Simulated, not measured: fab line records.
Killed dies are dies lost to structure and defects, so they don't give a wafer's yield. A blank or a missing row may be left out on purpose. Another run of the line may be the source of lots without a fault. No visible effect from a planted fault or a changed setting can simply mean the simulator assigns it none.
What tool caused it? | flow gf180mcu | Sampling: 13 lots, 39 wafers, 2 of 602 route steps

WHAT THE GAUGES SHOWED, per wafer
GF_M3_RS_MEAS_05: a four-point-probe measurement.
lot  | measured     | on           | M3_ALCU_RS (ohm/sq)
L485 | day 20 15:41 | filmMetro-03 | 0.0696 0.0691 0.0691
L486 | day 20 21:44 | filmMetro-03 | 0.0693 0.0697 0.0694
L487 | day 21 11:36 | filmMetro-03 | 0.0699 0.0702 0.0699
L488 | day 21 12:52 | filmMetro-02 | 0.0696 0.0694 0.0695
L491 | day 22 15:59 | filmMetro-01 | 0.0698 0.0697 0.0693
L498 | day 25 07:15 | filmMetro-01 | 0.0709 0.0703 0.0708
L500 | day 25 16:55 | filmMetro-03 | 0.0690 0.0691 0.0692
L501 | day 26 05:45 | filmMetro-01 | 0.0696 0.0691 0.0689
L502 | day 26 08:26 | filmMetro-03 | 0.0702 0.0704 0.0710
L505 | day 27 05:34 | filmMetro-03 | 0.0685 0.0688 0.0699
L506 | day 27 12:38 | filmMetro-03 | 0.0691 0.0689 0.0697
L507 | day 27 14:14 | filmMetro-01 | 0.0699 0.0702 0.0695
L508 | day 27 18:54 | filmMetro-02 | 0.0691 0.0698 0.0692

WHAT TOOL EACH LOT RAN ON (gives the tool, then ch and the chambers of the sampled wafers, and finally the start)
lot  | GF_M3_SPUTTER_01
L485 | pvdSputter-04, day 20 15:32
L486 | pvdSputter-02, day 20 21:36
L487 | pvdSputter-04, day 21 11:29
L488 | pvdSputter-04, day 21 12:42
L491 | pvdSputter-02, day 22 15:52
L498 | pvdSputter-01, day 25 07:08
L500 | pvdSputter-02, day 25 16:47
L501 | pvdSputter-02, day 26 05:38
L502 | pvdSputter-02, day 26 08:17
L505 | pvdSputter-02, day 27 05:25
L506 | pvdSputter-02, day 27 12:28
L507 | pvdSputter-01, day 27 14:07
L508 | pvdSputter-04, day 27 18:44
- GF_M3_SPUTTER_01: material TiN, target thk 30 nm, time 25 s.

AS READ BY THE TOOLS THEMSELVES (means over the sampled wafers that have a number; for cases with no such wafer, the mark the record gives instead)
GF_M3_SPUTTER_01.
lot  | tool          | throttleValvePct (%)
L485 | pvdSputter-04 | 31.0
L486 | pvdSputter-02 | 28.6
L487 | pvdSputter-04 | 30.3
L488 | pvdSputter-04 | 29.6
L491 | pvdSputter-02 | 28.7
L498 | pvdSputter-01 | 30.3
L500 | pvdSputter-02 | 29.4
L501 | pvdSputter-02 | 28.8
L502 | pvdSputter-02 | 29.0
L505 | pvdSputter-02 | 29.5
L506 | pvdSputter-02 | 29.1
L507 | pvdSputter-01 | 30.7
L508 | pvdSputter-04 | 29.4

THE ANSWER, worked out from the rows above alone
Rule: usual is defined by the lots themselves. The widest of any qualifying gaps counts: lots, ordered by their means at a reading, are off when they make up no more than a third of the lots, leave a main group of 4 or more, and stand apart from it by 3 or more times the standard deviation of that group's means. A main group whose means are all the same, to the digits that the tables above print for the reading, isn't used. Also off: a lot with no number at a reading for which 4 or more lots have one. The other lots that the step has rows for count as sound. After the gauges, taken in route order, come the tools' own readings; for these a lot's mean is taken, as printed above. The first step at which some lot is off is used, and at that step the reading that is off furthest; a lot without a number counts as furthest.
No lot is off on any of the readings shown, so nothing can be concluded from this.

WHAT THE SIMULATOR PUT IN
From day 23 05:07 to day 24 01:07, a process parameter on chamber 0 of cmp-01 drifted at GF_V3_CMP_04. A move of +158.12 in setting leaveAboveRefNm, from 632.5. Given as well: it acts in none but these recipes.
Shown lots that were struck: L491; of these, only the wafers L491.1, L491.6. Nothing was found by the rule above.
